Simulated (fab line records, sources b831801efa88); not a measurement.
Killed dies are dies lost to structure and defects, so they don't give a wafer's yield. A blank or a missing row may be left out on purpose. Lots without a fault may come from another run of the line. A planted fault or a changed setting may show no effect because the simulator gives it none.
Problem report in the 8D (eight disciplines) form, filled by code | flow gf180mcu | the parts of the form that need people (team, actions taken, sign-off) are left out

1. THE PROBLEM
run_length_s at GF_V1_CVD_02 reads a mean of 127.8 s on 1 wafer of 1 lot; wafers without a fault read 122.9 s with a standard deviation of 0.55. That is +8.9 standard deviations from the usual mean.
The step: deposits SiO2 from TEOS, target thk 850 nm, time 94.851 s.
First seen on wafer L626.1, day 21 11:39, on pecvd-03. The record holds 36 wafers of 12 lots with a number at this step. Rule for "out", or "out of limits": more than 4 standard deviations from the usual mean. The other wafers with a number count as sound.

2. WHAT IT IS AND WHAT IT IS NOT
question                    | is                | is not
which readings at this step | run_length_s      | heater_power_w
which lots                  | L626              | L617, L618, L621, L622, L623, L624, L625, L636, L637, L639, L640
which wafers of those lots  | L626.1            | L626.2, L626.5
read on which tools         | pecvd-03          | pecvd-02, pecvd-04
when                        | from day 21 11:39 | up to then (23 sound wafers); but 12 sound wafers of L636, L637, L639, L640 came after

3. SUSPECTS, AND WHAT RULES EACH OUT
Counting: a tool at a process step up to the reading stays a suspect if it ran every lot that is out. Sound lots after the first of them don't rule it out here, since some wafers of a struck lot are sound.
- pvd_sputter-03 at GF_M1_SPUTTER_04 (material TiN, target thk 50 nm, time 41.7 s): kept. It ran the lot that is out, L626 (day 20 10:48); its last sound lot up to then is L625 (day 19 13:05).
- pecvd-03 at GF_V1_CVD_02 (deposits SiO2 from TEOS, target thk 850 nm, time 94.851 s): kept. It ran the lot that is out, L626 (day 21 11:39); its last sound lot up to then is L625 (day 20 14:28). Its own readings are out on those wafers: run_length_s.
- Within pecvd-03 at GF_V1_CVD_02: the wafers that are out ran in chamber 2; their sound lot-mates ran in chambers 0, 1.
Left after counting: pvd_sputter-03 at GF_M1_SPUTTER_04, pecvd-03 at GF_V1_CVD_02.

4. THE CAUSE (what the simulator had put in)
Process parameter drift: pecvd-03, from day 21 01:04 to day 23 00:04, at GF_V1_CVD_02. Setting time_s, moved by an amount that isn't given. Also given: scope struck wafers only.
Counting left 2 suspects, and this tool is among them.

5. THE CHAIN OF EFFECTS, in route order
Each row: a reading whose mean over the struck wafers that have a number lies more than 3 standard deviations from the usual. Only readings for which the record gives a usual standard deviation are gone through. hours: the time from each lot's start at the first step in this table that gives one to its start at this step, as a median over the lots. sigmas: the change in usual standard deviations.
hours | step         | reading      | usual   | on struck wafers | change | sigmas
0     | GF_V1_CVD_02 | run_length_s | 122.9 s | 127.8            | +4.9   | +8.9
The process steps in it:
- GF_V1_CVD_02: deposits SiO2 from TEOS, target thk 850 nm, time 94.851 s.
Later measuring or inspecting steps at which every struck wafer that the step has a row for has a number for every such reading, and none has moved that far: GF_V1_THK_MEAS_03, GF_V1_BOW_MEAS_05.

6. WHAT WOULD HAVE CAUGHT IT SOONER
In this record the first reading out of limits was taken at day 21 11:39, 11 hours after the fault began at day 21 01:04.
